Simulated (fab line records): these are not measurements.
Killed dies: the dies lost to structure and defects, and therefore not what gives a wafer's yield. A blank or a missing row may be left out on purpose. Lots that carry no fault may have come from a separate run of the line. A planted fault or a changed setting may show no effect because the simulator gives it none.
Which tool is to blame? / flow sky130 / Sampling: 14 lots, 42 wafers, 3 of 708 route steps

## WHAT EACH GAUGE READ, for each wafer
SKY_FIELD_ISO_THK_MEAS_02. Usual: FIELD_ISO_OXIDATION_00_THK gives 12.10 nm (standard deviation 0.21).
lot=L390; measured=day 1 11:44; on=film_metro-01; FIELD_ISO_OXIDATION_00_THK (nm)=12.07 12.16 12.26; flag=
lot=L392; measured=day 1 21:58; on=film_metro-02; FIELD_ISO_OXIDATION_00_THK (nm)=12.12 12.25 12.20; flag=
lot=L393; measured=day 2 05:19; on=film_metro-01; FIELD_ISO_OXIDATION_00_THK (nm)=12.14 12.09 12.20; flag=
lot=L394; measured=day 2 07:38; on=film_metro-02; FIELD_ISO_OXIDATION_00_THK (nm)=12.89 12.53 12.59; flag=
lot=L395; measured=day 2 13:05; on=film_metro-03; FIELD_ISO_OXIDATION_00_THK (nm)=12.14 12.13 12.06; flag=
lot=L397; measured=day 2 22:38; on=film_metro-02; FIELD_ISO_OXIDATION_00_THK (nm)=12.05 12.09 12.27; flag=
lot=L398; measured=day 3 03:40; on=film_metro-03; FIELD_ISO_OXIDATION_00_THK (nm)=12.27 12.18 12.34; flag=
lot=L399; measured=day 3 08:38; on=film_metro-02; FIELD_ISO_OXIDATION_00_THK (nm)=12.08 11.94 11.94; flag=
lot=L400; measured=day 3 14:58; on=film_metro-01; FIELD_ISO_OXIDATION_00_THK (nm)=11.95 12.00 12.20; flag=
lot=L407; measured=day 5 03:58; on=film_metro-01; FIELD_ISO_OXIDATION_00_THK (nm)=12.21 12.47 12.28; flag=
lot=L408; measured=day 5 08:02; on=film_metro-01; FIELD_ISO_OXIDATION_00_THK (nm)=11.67 11.60 11.66; flag=
lot=L411; measured=day 5 20:41; on=film_metro-01; FIELD_ISO_OXIDATION_00_THK (nm)=12.05 11.90 12.03; flag=
lot=L412; measured=day 6 01:38; on=film_metro-01; FIELD_ISO_OXIDATION_00_THK (nm)=12.25 12.41 12.32; flag=
lot=L413; measured=day 6 07:39; on=film_metro-03; FIELD_ISO_OXIDATION_00_THK (nm)=11.80 11.75 11.87; flag=

SKY_VT_ADJUST_NCORE_CD_MEAS_07: target cd 380 nm. Usual: cd_nm 380.5 nm, standard deviation 2.2.
lot=L390; measured=day 8 10:37; on=cd_sem-01; cd_nm (nm)=379.5 382.0 380.4; flag=
lot=L392; measured=day 9 00:23; on=cd_sem-02; cd_nm (nm)=379.1 379.6 377.2; flag=
lot=L393; measured=day 9 08:43; on=cd_sem-02; cd_nm (nm)=381.0 381.4 383.3; flag=
lot=L394; measured=day 9 20:26; on=cd_sem-02; cd_nm (nm)=377.7 376.9 379.0; flag=
lot=L395; measured=day 10 02:36; on=cd_sem-02; cd_nm (nm)=374.6 376.0 376.4; flag=
lot=L397; measured=day 10 16:41; on=cd_sem-02; cd_nm (nm)=379.5 381.9 380.5; flag=
lot=L398; measured=day 10 19:29; on=cd_sem-01; cd_nm (nm)=380.9 382.0 380.0; flag=
lot=L399; measured=day 11 03:08; on=cd_sem-02; cd_nm (nm)=375.7 376.5 375.1; flag=
lot=L400; measured=day 11 10:25; on=cd_sem-01; cd_nm (nm)=381.9 380.5 381.7; flag=
lot=L407; measured=day 13 11:52; on=cd_sem-01; cd_nm (nm)=378.2 382.6 379.6; flag=
lot=L408; measured=day 13 23:25; on=cd_sem-01; cd_nm (nm)=382.1 382.4 384.7; flag=
lot=L411; measured=day 14 19:52; on=cd_sem-01; cd_nm (nm)=377.5 378.9 377.8; flag=
lot=L412; measured=day 14 21:44; on=cd_sem-01; cd_nm (nm)=382.7 381.7 379.2; flag=
lot=L413; measured=day 15 07:37; on=cd_sem-02; cd_nm (nm)=380.4 382.2 381.7; flag=

## WHAT TOOL EACH LOT RAN ON (gives the tool, then ch and the chambers of the sampled wafers, and finally the start)
lot=L390; SKY_NWELL_PEB_21=litho_track-02 ch 0, day 5 05:00
lot=L392; SKY_NWELL_PEB_21=litho_track-01 ch 0, day 5 16:00
lot=L393; SKY_NWELL_PEB_21=litho_track-02 ch 0, day 5 23:00
lot=L394; SKY_NWELL_PEB_21=litho_track-02 ch 0, day 6 09:00
lot=L395; SKY_NWELL_PEB_21=litho_track-02 ch 0, day 6 15:00
lot=L397; SKY_NWELL_PEB_21=litho_track-04 ch 0, day 7 03:00
lot=L398; SKY_NWELL_PEB_21=litho_track-02 ch 0, day 7 06:00
lot=L399; SKY_NWELL_PEB_21=litho_track-01 ch 0, day 7 11:00
lot=L400; SKY_NWELL_PEB_21=litho_track-04 ch 0, day 7 18:00
lot=L407; SKY_NWELL_PEB_21=litho_track-02, day 9 14:00
lot=L408; SKY_NWELL_PEB_21=litho_track-01, day 10 01:00
lot=L411; SKY_NWELL_PEB_21=litho_track-02 ch 0, day 10 17:00
lot=L412; SKY_NWELL_PEB_21=litho_track-01 ch 0, day 10 20:00
lot=L413; SKY_NWELL_PEB_21=litho_track-01 ch 0, day 11 03:00
- SKY_NWELL_PEB_21

## WHAT THE TOOLS THEMSELVES READ (means of the sampled wafers that have a number; where no wafer has one, the mark that the record gives instead)
SKY_NWELL_PEB_21. Usual: chill_plate_temp_C 22.98 C, standard deviation 0.096; exhaust_pa 44.7 Pa, standard deviation 0.98; resist_line_temp_C 23.00 C, standard deviation 0.097.
lot=L390; tool=litho_track-02; chill_plate_temp_C (C)=22.90; exhaust_pa (Pa)=44.6; resist_line_temp_C (C)=23.04; flag=
lot=L392; tool=litho_track-01; chill_plate_temp_C (C)=22.87; exhaust_pa (Pa)=45.5; resist_line_temp_C (C)=23.04; flag=
lot=L393; tool=litho_track-02; chill_plate_temp_C (C)=23.06; exhaust_pa (Pa)=45.4; resist_line_temp_C (C)=22.98; flag=
lot=L394; tool=litho_track-02; chill_plate_temp_C (C)=22.93; exhaust_pa (Pa)=43.7; resist_line_temp_C (C)=23.08; flag=
lot=L395; tool=litho_track-02; chill_plate_temp_C (C)=23.01; exhaust_pa (Pa)=45.2; resist_line_temp_C (C)=23.09; flag=
lot=L397; tool=litho_track-04; chill_plate_temp_C (C)=23.05; exhaust_pa (Pa)=44.2; resist_line_temp_C (C)=22.98; flag=
lot=L398; tool=litho_track-02; chill_plate_temp_C (C)=22.94; exhaust_pa (Pa)=43.2; resist_line_temp_C (C)=23.07; flag=
lot=L399; tool=litho_track-01; chill_plate_temp_C (C)=22.93; exhaust_pa (Pa)=45.0; resist_line_temp_C (C)=23.05; flag=
lot=L400; tool=litho_track-04; chill_plate_temp_C (C)=22.97; exhaust_pa (Pa)=44.1; resist_line_temp_C (C)=22.90; flag=
lot=L407; tool=litho_track-02; chill_plate_temp_C (C)=-; exhaust_pa (Pa)=-; resist_line_temp_C (C)=-; flag=OFF
lot=L408; tool=litho_track-01; chill_plate_temp_C (C)=-; exhaust_pa (Pa)=-; resist_line_temp_C (C)=-; flag=OFF
lot=L411; tool=litho_track-02; chill_plate_temp_C (C)=23.00; exhaust_pa (Pa)=44.3; resist_line_temp_C (C)=22.96; flag=
lot=L412; tool=litho_track-01; chill_plate_temp_C (C)=22.99; exhaust_pa (Pa)=43.9; resist_line_temp_C (C)=22.94; flag=
lot=L413; tool=litho_track-01; chill_plate_temp_C (C)=23.03; exhaust_pa (Pa)=44.7; resist_line_temp_C (C)=22.93; flag=

## THE ANSWER, worked out from the rows above alone
Rule: take the mean of a lot's wafers that have a number; if it is more than 3 standard deviations from the usual mean, the lot is off. A lot without any number at a reading at which 4 lots or more have one is off too. Where the step has rows for the other lots, those lots are counted as sound. First the gauges in route order, then the tools' own readings, where a lot's mean is used as printed above. The first step at which some lot is off is used, and at that step the reading that is off furthest; a lot without a number counts as furthest.
Off, at SKY_NWELL_PEB_21 on chill_plate_temp_C: L407, L408. Without a number there: L407, L408.
A tool fits if, at that step or a process step before it, it ran every lot that is off, and no sound lot after the first of them. No candidate that was tried fits.

## WHAT THE SIMULATOR HAD PUT IN
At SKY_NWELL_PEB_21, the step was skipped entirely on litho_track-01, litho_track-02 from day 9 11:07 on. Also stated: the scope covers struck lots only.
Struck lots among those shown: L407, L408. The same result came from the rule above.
